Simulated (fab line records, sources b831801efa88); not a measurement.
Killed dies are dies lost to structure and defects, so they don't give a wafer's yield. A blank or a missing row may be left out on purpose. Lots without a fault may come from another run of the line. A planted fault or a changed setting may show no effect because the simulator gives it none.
Which tool did it? | flow gf180mcu | 13 lots, 37 wafers sampled, at 3 steps of a route of 602

WHAT THE GAUGES READ, wafer by wafer
GF_V3_THK_MEAS_03. Usual: V3_CVD_02_THK 847 nm, standard deviation 10.
lot  | measured     | on            | V3_CVD_02_THK (nm) | flag
L681 | day 21 10:13 | film_metro-02 | 828 860 850        |
L682 | day 21 20:00 | film_metro-01 | 843 851 858        |
L686 | day 23 08:31 | film_metro-04 | 856 852            |
L691 | day 25 01:37 | film_metro-02 | 836 855            |
L693 | day 25 13:59 | film_metro-04 | 860 856 870        |
L696 | day 26 21:49 | film_metro-01 | 850 842 842        |
L698 | day 27 11:16 | film_metro-01 | 835 853 848        |
L699 | day 27 13:16 | film_metro-04 | 864 842 855        |
L700 | day 27 17:43 | film_metro-04 | 853 844 866        |
L701 | day 28 00:36 | film_metro-02 | 834 850 853        |
L702 | day 28 07:47 | film_metro-01 | 835 847 849        |
L703 | day 28 17:07 | film_metro-04 | 861 859 863        |
L704 | day 28 21:02 | film_metro-01 | 818 843 840        |

WHICH TOOL RAN EACH LOT (tool, then ch and the chambers of the sampled wafers, then the start)
lot  | GF_M3_SPUTTER_02             | GF_M3_SPUTTER_04
L681 | pvd_sputter-03, day 20 08:24 | pvd_sputter-03, day 20 08:27
L682 | pvd_sputter-03, day 20 19:02 | pvd_sputter-03, day 20 19:05
L686 | pvd_sputter-03, day 22 08:25 | pvd_sputter-03, day 22 08:28
L691 | pvd_sputter-04, day 24 02:24 | pvd_sputter-04, day 24 02:27
L693 | pvd_sputter-03, day 24 15:21 | pvd_sputter-03, day 24 15:24
L696 | pvd_sputter-02, day 26 00:14 | pvd_sputter-02, day 26 00:17
L698 | pvd_sputter-04, day 26 13:18 | pvd_sputter-04, day 26 13:21
L699 | pvd_sputter-02, day 26 15:52 | pvd_sputter-02, day 26 15:55
L700 | pvd_sputter-03, day 26 20:17 | pvd_sputter-03, day 26 20:20
L701 | pvd_sputter-02, day 27 03:24 | pvd_sputter-02, day 27 03:27
L702 | pvd_sputter-03, day 27 10:33 | pvd_sputter-03, day 27 10:36
L703 | pvd_sputter-03, day 27 20:42 | pvd_sputter-03, day 27 20:45
L704 | pvd_sputter-02, day 28 00:45 | pvd_sputter-02, day 28 00:48
- GF_M3_SPUTTER_02: material AlCu, target thk 450 nm, time 23.9 s.
- GF_M3_SPUTTER_04: material TiN, target thk 50 nm, time 41.7 s.

WHAT THE TOOLS THEMSELVES READ (means of the sampled wafers that have a number; where no wafer has one, the mark that the record gives instead)
GF_M3_SPUTTER_02. Usual: throttle_valve_pct 29.9 %, standard deviation 0.69.
lot  | tool           | throttle_valve_pct (%) | flag
L681 | pvd_sputter-03 | 30.1                   |
L682 | pvd_sputter-03 | 29.9                   |
L686 | pvd_sputter-03 | 30.4                   |
L691 | pvd_sputter-04 | 29.8                   |
L693 | pvd_sputter-03 | 30.2                   |
L696 | pvd_sputter-02 | 30.5                   |
L698 | pvd_sputter-04 | 29.9                   |
L699 | pvd_sputter-02 | 29.8                   |
L700 | pvd_sputter-03 | 29.8                   |
L701 | pvd_sputter-02 | 29.7                   |
L702 | pvd_sputter-03 | 30.5                   |
L703 | pvd_sputter-03 | 29.6                   |
L704 | pvd_sputter-02 | 30.8                   |

GF_M3_SPUTTER_04. Usual: throttle_valve_pct 29.9 %, standard deviation 0.71.
lot  | tool           | throttle_valve_pct (%) | flag
L681 | pvd_sputter-03 | 30.0                   |
L682 | pvd_sputter-03 | 29.8                   |
L686 | pvd_sputter-03 | 30.4                   |
L691 | pvd_sputter-04 | 29.8                   |
L693 | pvd_sputter-03 | 30.3                   |
L696 | pvd_sputter-02 | 30.2                   |
L698 | pvd_sputter-04 | 29.9                   |
L699 | pvd_sputter-02 | 29.8                   |
L700 | pvd_sputter-03 | 29.7                   |
L701 | pvd_sputter-02 | 29.8                   |
L702 | pvd_sputter-03 | 30.5                   |
L703 | pvd_sputter-03 | 29.6                   |
L704 | pvd_sputter-02 | 30.9                   |

THE ANSWER, worked out from the rows above alone
Rule: a lot is off if the mean of its wafers that have a number lies more than 3 standard deviations from the usual mean. A lot without any number at a reading at which 4 lots or more have one is off too. The other lots that the step has rows for count as sound. The gauges are gone through in route order, then the tools' own readings, and for those a lot's mean is taken as printed above. The first step at which some lot is off is used, and at that step the reading that is off furthest; a lot without a number counts as furthest.
No lot is off at any reading shown: from this, nothing can be told.

WHAT THE SIMULATOR HAD PUT IN
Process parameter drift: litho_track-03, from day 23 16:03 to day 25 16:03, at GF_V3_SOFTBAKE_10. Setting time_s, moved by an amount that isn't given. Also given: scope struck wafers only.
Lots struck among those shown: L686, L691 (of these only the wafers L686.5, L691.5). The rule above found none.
